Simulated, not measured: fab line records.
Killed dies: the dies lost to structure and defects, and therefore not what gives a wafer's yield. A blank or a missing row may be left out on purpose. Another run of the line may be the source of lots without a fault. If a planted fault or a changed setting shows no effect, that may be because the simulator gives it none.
The tool behind it: which one? -- flow sky130 -- Sampling: 12 lots, 36 wafers, 3 of 708 route steps

WHAT EACH GAUGE READ, for each wafer
SKY_POLY_GATE_THK_MEAS_01. Usual: POLY_GATE_CVD_00_THK typically reads 180.9 nm, with standard deviation 1.8.
lot,measured,on,POLY_GATE_CVD_00_THK (nm),flag
L922,day 14 16:46,film metro-04,184.9 183.6 183.9,
L924,day 15 19:42,film metro-04,182.8 182.1 183.9,
L925,day 16 01:22,film metro-02,180.1 179.0 179.6,
L926,day 16 01:23,film metro-04,178.1 178.4 178.4,
L927,day 16 07:43,film metro-01,181.6 182.6 180.4,
L928,day 16 18:19,film metro-02,179.2 179.6 180.4,
L932,day 17 22:38,film metro-02,179.7 179.9 179.9,
L934,day 18 20:40,film metro-04,181.4 180.7 182.3,
L941,day 21 10:33,film metro-02,180.6 179.6 181.4,
L942,day 21 18:38,film metro-02,182.7 183.5 180.8,
L943,day 21 19:49,film metro-04,182.9 182.7 182.2,
L944,day 22 03:40,film metro-04,182.6 183.9 183.3,

SKY_POLY_GATE_THK_MEAS_04. Usual: POLY_GATE_CVD_03_THK typically reads 75.0 nm, with standard deviation 0.59.
lot,measured,on,POLY_GATE_CVD_03_THK (nm),flag
L922,day 15 21:29,film metro-02,75.2 75.4 75.0,
L924,day 17 01:46,film metro-02,75.4 75.4 75.1,
L925,day 17 07:55,film metro-04,74.4 74.9 74.9,
L926,day 17 07:56,film metro-01,73.5 74.8 74.5,
L927,day 17 15:34,film metro-02,75.6 76.0 75.2,
L928,day 18 02:08,film metro-02,74.8 74.7 74.6,
L932,day 19 06:28,film metro-04,75.5 75.4 75.3,
L934,day 20 04:17,film metro-04,74.5 74.4 74.8,
L941,day 22 19:33,film metro-04,75.9 75.4 75.5,
L942,day 23 02:55,film metro-02,74.1 74.5 74.2,
L943,day 23 04:16,film metro-01,75.5 75.3 74.9,
L944,day 23 11:58,film metro-02,75.0 74.7 75.0,

SKY_POLY_GATE_OVL_MEAS_14. Usual: POLY_GATE_OVL typically reads -1 nm, with standard deviation 4.9.
lot,measured,on,POLY_GATE_OVL (nm),flag
L922,day 17 02:26,overlay-01,-2 5 -1,
L924,day 18 07:58,overlay-02,-8 -5 -2,
L925,day 18 14:01,overlay-02,-1 -7 -5,
L926,day 18 14:15,overlay-02,-1 -8 -2,
L927,day 18 21:56,overlay-01,-8 -12 -4,
L928,day 19 08:44,overlay-01,-1 0 -1,
L932,day 20 14:17,overlay-02,0 -4 -4,
L934,day 21 11:50,overlay-01,-4 -5 -2,
L941,day 24 01:54,overlay-01,-2 3 4,
L942,day 24 10:07,overlay-01,8 4 -2,
L943,day 24 11:04,overlay-01,-3 -3 -3,
L944,day 24 18:43,overlay-02,-3 0 -3,

EACH LOT AND THE TOOL THAT RAN IT (in order: tool; ch and the chambers of the sampled wafers; start)
There is no process step in the record ahead of these readings.

AS READ BY THE TOOLS THEMSELVES (means over the sampled wafers that have a number; for cases with no such wafer, the mark the record gives instead)
The record holds no such reading with a usual standard deviation.

THE ANSWER, worked out from the rows above alone
Rule: lot off if the mean of its wafers having a number is beyond 3 standard deviations from the usual mean. Also off: a lot with no number at a reading for which 4 or more lots have one. All remaining lots with rows at the step are treated as sound. After the gauges, taken in route order, come the tools' own readings; for these a lot's mean is taken, as printed above. The first step at which some lot is off is used, and at that step the reading that is off furthest; a lot without a number counts as furthest.
No lot is off on any of the readings shown, so nothing can be concluded from this.

WHAT HAD BEEN PUT IN BY THE SIMULATOR
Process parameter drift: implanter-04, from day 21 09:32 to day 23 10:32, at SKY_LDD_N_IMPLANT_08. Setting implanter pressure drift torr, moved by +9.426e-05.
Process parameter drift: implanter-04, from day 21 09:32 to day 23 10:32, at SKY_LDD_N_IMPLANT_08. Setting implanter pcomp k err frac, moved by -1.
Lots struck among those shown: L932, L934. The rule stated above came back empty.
